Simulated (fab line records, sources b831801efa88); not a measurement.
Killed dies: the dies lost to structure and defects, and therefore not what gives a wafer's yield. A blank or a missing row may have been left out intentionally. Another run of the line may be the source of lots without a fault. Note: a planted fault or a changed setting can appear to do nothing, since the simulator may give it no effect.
Struck lot and sound lot, side by side	flow gf180mcu	30 out of 602 route steps
Sound: these wafers, L944.1, L944.3, L944.6. Wafers struck: L956.1, L956.3, L956.5. The cause is given at the end.
Each step with rows lists, per side, the tool, then ch with its chambers, then its first start. Under that, the readings that differ: sound wafers	struck wafers	difference of the means	sigmas: that difference in standard deviations of wafers without a fault.
alike: readings with means less than 2 such deviations apart, plus words and numbers identical on both sides. not compared: withheld readings, readings lacking a value on some wafer, bounds such as >300 that could conceal the same value, and numbers that have no deviation in the record and whose values overlap.
Wherever a step has rows on one side only, a row that says differs or no value, or a row with sigmas, the two part there. Non-overlapping numbers with no deviation appear without sigmas and do not part them. A reading that every wafer of one side lacks parts them only if that side has two wafers or more.

first, 7 steps without rows for these wafers: GF_HV_LDD_DEHYDRATE_24 (time 60 s); GF_HV_LDD_HMDS_25 (prime time 60 s); GF_HV_LDD_COAT_26 (resist thk 1000 nm); GF_HV_LDD_SOFTBAKE_27 (time 60 s); GF_HV_LDD_EXPOSE_28 (exposes mask Nplus HV AREA, target cd 400 nm); GF_HV_LDD_PEB_29; GF_HV_LDD_DEVELOP_30 (develop time 60 s).
GF_HV_LDD_CD_MEAS_31: target cd 400 nm.
  struck on cd-sem-02, day 15 13:40; sound on cd-sem-01, day 11 12:43
  alike: cd-nm
GF_HV_LDD_OVL_MEAS_32:
  struck on overlay-02, day 15 13:47; sound on overlay-01, day 11 12:50
  alike: HV_LDD_02_OVL
then, 3 steps without rows for these wafers: GF_HV_LDD_IMPLANT_33; GF_HV_LDD_IMPLANT_34; GF_HV_LDD_IMPLANT_35.
GF_HV_LDD_IMPLANT_36:
  sound on implanter-02 ch 0, day 11 13:19; struck on implanter-01 ch 0, day 15 14:17
reading	sound	struck	difference	sigmas
dose-ions-cm2	7.497e+12 7.502e+12 7.479e+12	2.9063e+13 2.9067e+13 2.9076e+13	+2.1576e+13	+99 or more
faraday-current-uA	40.6 43.2 43.7	158.9 159.4 166.5	+119.1	+99 or more
GF_HV_LDD_STRIP_37: strips in O2/N2.
  sound on plasma-asher-01 ch 0,1, day 11 13:28; struck on plasma-asher-03 ch 0,1, day 15 14:26
  alike: chamber-pressure-mTorr, drypump-motor-current-A, heater-power-w, oes-product-au, platen-temp-c, strip-time-to-endpoint-s
  not compared: rf-hours-counter-h
GF_HV_LDD_TW_MEAS_38:
  struck on film-metro-01, day 15 14:45; sound on film-metro-01, day 11 13:34
reading	sound	struck	difference	sigmas
HV_LDD_3_TW	1425 1437 1431	1684 1698 1688	+259	+29
  not compared: hold
then, 6 steps without rows for these wafers: GF_HV_LDD_HMDS_40 (prime time 60 s); GF_HV_LDD_COAT_41 (resist thk 1000 nm); GF_HV_LDD_SOFTBAKE_42 (time 60 s); GF_HV_LDD_EXPOSE_43 (exposes mask Pplus HV AREA, target cd 400 nm); GF_HV_LDD_PEB_44; GF_HV_LDD_DEVELOP_45 (develop time 60 s).
GF_HV_LDD_CD_MEAS_46: target cd 400 nm.
  struck on cd-sem-01, day 16 12:40; sound on cd-sem-01, day 12 07:43
  alike: cd-nm
GF_HV_LDD_OVL_MEAS_47:
  struck on overlay-01, day 16 12:47; sound on overlay-02, day 12 07:50
  alike: HV_LDD_03_OVL
after that, 1 step had no rows for these wafers: GF_HV_LDD_IMPLANT_48.
GF_HV_LDD_STRIP_49: strips in O2/N2.
  sound on plasma-asher-01 ch 0,1, day 12 08:02; struck on plasma-asher-01 ch 0,1, day 16 12:58
  alike: chamber-pressure-mTorr, drypump-motor-current-A, heater-power-w, oes-product-au, platen-temp-c, strip-time-to-endpoint-s
  not compared: rf-hours-counter-h
GF_HV_LDD_TW_MEAS_50:
  struck on film-metro-01, day 16 13:04; sound on film-metro-01, day 12 08:08
  alike: HV_LDD_4_TW
then, 1 step without rows for these wafers: GF_HV_LDD_CLEAN_51 (cleans in SC1/SC2, time 150 s).
GF_HV_LDD_RTA_52: time 10 s.
  sound on rtp-anneal-01 ch 0, day 12 08:14; struck on rtp-anneal-02 ch 0, day 16 13:11
reading	sound	struck	difference	sigmas
lamp-power-pct (%)	33.3 33.4 33.4	28.1 28.0 28.1	-5.3	-2
wafer_temp_C_max	1005.6 1005.0 1005.5	1003.5 1002.8 1002.8	-2.3	-2
  alike: anneal-temp-c-max
GF_HV_LDD_RS_MEAS_53: the measuring method here is four-point-probe.
  struck on film-metro-03, day 16 13:32; sound on film-metro-04, day 12 08:19
reading	sound	struck	difference	sigmas
HV_LDD_RS (ohm/sq)	418.6 418.0 418.3	369.3 369.5 369.9	-48.7	-54
  not compared: hold
after that, 1 step had no rows for these wafers: GF_PASSIVATION_PROBE_99.

== WHERE THEY PART ==
First at GF_HV_LDD_IMPLANT_36; last, within this record, at GF_HV_LDD_RS_MEAS_53.

WHY: what the simulator had put in
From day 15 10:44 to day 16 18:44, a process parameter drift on implanter-01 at GF_HV_LDD_IMPLANT_36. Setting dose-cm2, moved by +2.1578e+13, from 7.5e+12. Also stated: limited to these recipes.
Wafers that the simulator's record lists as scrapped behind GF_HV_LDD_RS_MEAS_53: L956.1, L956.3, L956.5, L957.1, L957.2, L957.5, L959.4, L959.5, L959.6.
